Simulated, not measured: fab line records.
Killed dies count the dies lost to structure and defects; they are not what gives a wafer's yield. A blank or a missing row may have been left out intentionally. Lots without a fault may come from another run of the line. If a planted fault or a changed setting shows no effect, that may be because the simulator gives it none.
Struck lot and sound lot, side by side -- flow sky130 -- 18 out of 708 route steps
Sound: wafers L664.2, L664.3, L664.5. The struck wafers were L672.2, L672.3, L672.4. The cause is named last.
At each step with rows: each side's tool, then ch and its chambers, then its first start. Under that, the readings that differ: sound wafers -- struck wafers -- difference of the means -- sigmas: that difference in standard deviations of wafers without a fault.
alike: words and numbers the same on both sides, and readings whose means are apart by under 2 such deviations; not compared: readings that were withheld, readings missing a value for some wafer, numbers with overlapping values and no deviation given by the record, and bounds like >300 which may hide the same value.
The two part at a step that has a row with sigmas, a row that says differs or no value, or rows on one side only. Numbers that have no deviation but don't overlap get no sigmas and don't part them. Lack of a reading on every wafer of one side parts them only where that side has two or more wafers.

SKY_CONTACT_ETCH_18: etches Si3N4 in CHF3/O2, stops on TiN, time 39 s, target depth 75 nm.
  sound: rie_diel-01 ch 0,2,3; struck: rie_diel-04 ch 0,3
  alike: drypump_motor_current_A, oes_product_au, rf_fwd_power_W, throttle_valve_pct
  not compared: rf_hours_counter_h
then, 5 steps without rows for these wafers: SKY_CONTACT_STRIP_19 (strips in O2/N2); SKY_CONTACT_STRIP_20 (strips in post etch residue remover, time 1200 s); SKY_CONTACT_CLEAN_21 (cleans in IPA, time 180 s); SKY_CONTACT_CLEAN_22 (cleans in O3/DIW); SKY_CONTACT_SPUTTER_23 (material TiN, target thk 20 nm, time 80 s).
SKY_CONTACT_CVD_24: deposits W, target thk 340 nm, time 102.12 s.
  sound on cvd_w-01 ch 0,1, day 32 13:41; struck on cvd_w-01 ch 0,1, day 35 05:50
  alike: heater_power_w, susceptor_temp_C
SKY_CONTACT_RS_MEAS_25: measures by four-point-probe.
  sound on film_metro-01 at day 32 13:49; struck on film_metro-01 at day 35 05:58
  alike: CONTACT_W_RS
SKY_CONTACT_THK_MEAS_26: measures by xrf.
  sound on film_metro-01 at day 32 13:55; struck on film_metro-01 at day 35 06:04
  alike: CONTACT_W_THK
SKY_CONTACT_CMP_27: polishes, stops on SiO2, t overpolish 15 s, target thk 0 nm.
  sound on cmp-01 ch 0,1, day 32 13:58; struck on cmp-02 ch 0,1,2, day 35 06:10
  alike: motor_current_A, overpolish_run_s, platen_rpm, slurry_flow_ml_min, time_to_endpoint_s
SKY_METAL1_SPUTTER_00: material Ti, target thk 15 nm, time 10 s.
  sound on pvd_sputter-01 at day 32 14:16; struck on pvd_sputter-02 at day 35 06:25
  alike: cathode_dc_power_W, chamber_pressure_pa, throttle_valve_pct
then, 1 step without rows for these wafers: SKY_METAL1_SPUTTER_01 (material TiN, target thk 20 nm, time 16.7 s).
SKY_METAL1_SPUTTER_02: material AlCu, target thk 250 nm, time 13.3 s.
  sound on pvd_sputter-01 at day 32 14:19; struck on pvd_sputter-02 at day 35 06:28
  no value came back on the struck wafers for cathode_dc_power_W (W), chamber_pressure_pa (Pa), throttle_valve_pct (%); on the sound wafers cathode_dc_power_W (W) reads 10601 10598 10604
then, 1 step without rows for these wafers: SKY_METAL1_SPUTTER_03 (material Ti, target thk 5 nm, time 3.3 s).
SKY_METAL1_SPUTTER_04: material TiN, target thk 70 nm, time 58.3 s.
  sound on pvd_sputter-01 at day 32 14:22; struck on pvd_sputter-02 at day 35 06:31
  alike: cathode_dc_power_W, chamber_pressure_pa, throttle_valve_pct
SKY_METAL1_RS_MEAS_05: measures by four-point-probe.
  sound on film_metro-02 at day 32 14:26; struck on film_metro-02 at day 35 06:35
reading,sound,struck,difference,sigmas
METAL1_ALCU_RS (ohm/sq),0.1262 0.1284 0.1274,8.7379 8.6547 8.6871,+8.5659,+99 or more
SKY_METAL1_THK_MEAS_06: measures by xrf.
  sound on film_metro-02 at day 32 14:32; struck on film_metro-02 at day 35 06:41
reading,sound,struck,difference,sigmas
METAL1_ALCU_THK (nm),249 245 247,<0 <0 <0,differs,
then, 1 step without rows for these wafers: SKY_METAL1_DEHYDRATE_07 (time 60 s).

WHERE THEY PART
Last at SKY_METAL1_THK_MEAS_06 as far as this record goes, first at SKY_METAL1_SPUTTER_02.

WHY: what had been put in by the simulator
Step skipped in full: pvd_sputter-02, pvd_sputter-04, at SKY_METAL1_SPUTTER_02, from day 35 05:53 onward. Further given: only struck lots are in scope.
